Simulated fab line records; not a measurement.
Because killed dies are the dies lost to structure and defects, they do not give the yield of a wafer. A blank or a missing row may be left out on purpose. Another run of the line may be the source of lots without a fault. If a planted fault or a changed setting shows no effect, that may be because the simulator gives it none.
Chamber matching / flow gf180mcu / GF_V4_CMP_04 on cmp-02: 4 sister chambers
The step polishes SiO2. 16 wafers are shown with their chamber, then 8 later ones without.

== EACH WAFER AND ITS CHAMBER ==
wafer=L074.1; chamber=0; motor-current-A (A)=10.3; time-to-endpoint-s (s)=84
wafer=L074.3; chamber=2; motor-current-A (A)=14.0; time-to-endpoint-s (s)=84
wafer=L074.5; chamber=3; motor-current-A (A)=13.2; time-to-endpoint-s (s)=86
wafer=L075.1; chamber=3; motor-current-A (A)=13.0; time-to-endpoint-s (s)=85
wafer=L075.4; chamber=1; motor-current-A (A)=10.2; time-to-endpoint-s (s)=100
wafer=L075.6; chamber=3; motor-current-A (A)=13.3; time-to-endpoint-s (s)=91
wafer=L081.3; chamber=3; motor-current-A (A)=12.6; time-to-endpoint-s (s)=76
wafer=L081.4; chamber=1; motor-current-A (A)=9.3; time-to-endpoint-s (s)=82
wafer=L081.6; chamber=2; motor-current-A (A)=13.1; time-to-endpoint-s (s)=80
wafer=L084.2; chamber=1; motor-current-A (A)=9.4; time-to-endpoint-s (s)=70
wafer=L084.3; chamber=0; motor-current-A (A)=11.3; time-to-endpoint-s (s)=70
wafer=L084.5; chamber=2; motor-current-A (A)=14.3; time-to-endpoint-s (s)=70
wafer=L088.3; chamber=3; motor-current-A (A)=12.9; time-to-endpoint-s (s)=75
wafer=L088.5; chamber=1; motor-current-A (A)=10.0; time-to-endpoint-s (s)=83
wafer=L088.6; chamber=0; motor-current-A (A)=11.4; time-to-endpoint-s (s)=78
wafer=L089.1; chamber=0; motor-current-A (A)=11.0; time-to-endpoint-s (s)=74

SIGNATURES, as means of the wafers listed above
reading=motor-current-A; chamber 0=11.000; chamber 1=9.725; chamber 2=13.800; chamber 3=13.000; scatter within a chamber=0.448
reading=time-to-endpoint-s; chamber 0=76.50; chamber 1=83.75; chamber 2=78.00; chamber 3=82.60; scatter within a chamber=8.45
Rule: a wafer's distance from a chamber is the root of the sum, over the readings, of the square of ((its reading less the chamber's mean) divided by the reading's scatter). The wafer belongs to the nearest chamber; if the next one is less than 2 further off, it can't be placed. The scatter: take each reading less its chamber's mean, square it, sum over the shown wafers, divide by the number of wafers less the number of chambers, and take the root.

== WAFERS WHOSE CHAMBER IS MISSING ==
wafer=L089.2; motor-current-A (A)=13.1; time-to-endpoint-s (s)=76
wafer=L089.6; motor-current-A (A)=9.6; time-to-endpoint-s (s)=78
wafer=L096.1; motor-current-A (A)=9.4; time-to-endpoint-s (s)=77
wafer=L096.2; motor-current-A (A)=13.1; time-to-endpoint-s (s)=75
wafer=L096.6; motor-current-A (A)=10.9; time-to-endpoint-s (s)=80
wafer=L097.2; motor-current-A (A)=9.6; time-to-endpoint-s (s)=88
wafer=L097.5; motor-current-A (A)=10.9; time-to-endpoint-s (s)=89
wafer=L097.6; motor-current-A (A)=9.8; time-to-endpoint-s (s)=81

== THE CHAMBER EACH PASSED THROUGH ==
wafer=L089.2; from the rows above=can't be placed: 3 or 2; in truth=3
wafer=L089.6; from the rows above=1; in truth=1
wafer=L096.1; from the rows above=1; in truth=1
wafer=L096.2; from the rows above=can't be placed: 3 or 2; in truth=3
wafer=L096.6; from the rows above=0; in truth=0
wafer=L097.2; from the rows above=1; in truth=1
wafer=L097.5; from the rows above=can't be placed: 0 or 1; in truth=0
wafer=L097.6; from the rows above=1; in truth=1
Correctly placed: 5 of 8. These rows do not allow placing 3 (true chamber among the candidates in 3). Placed wrongly: 0.
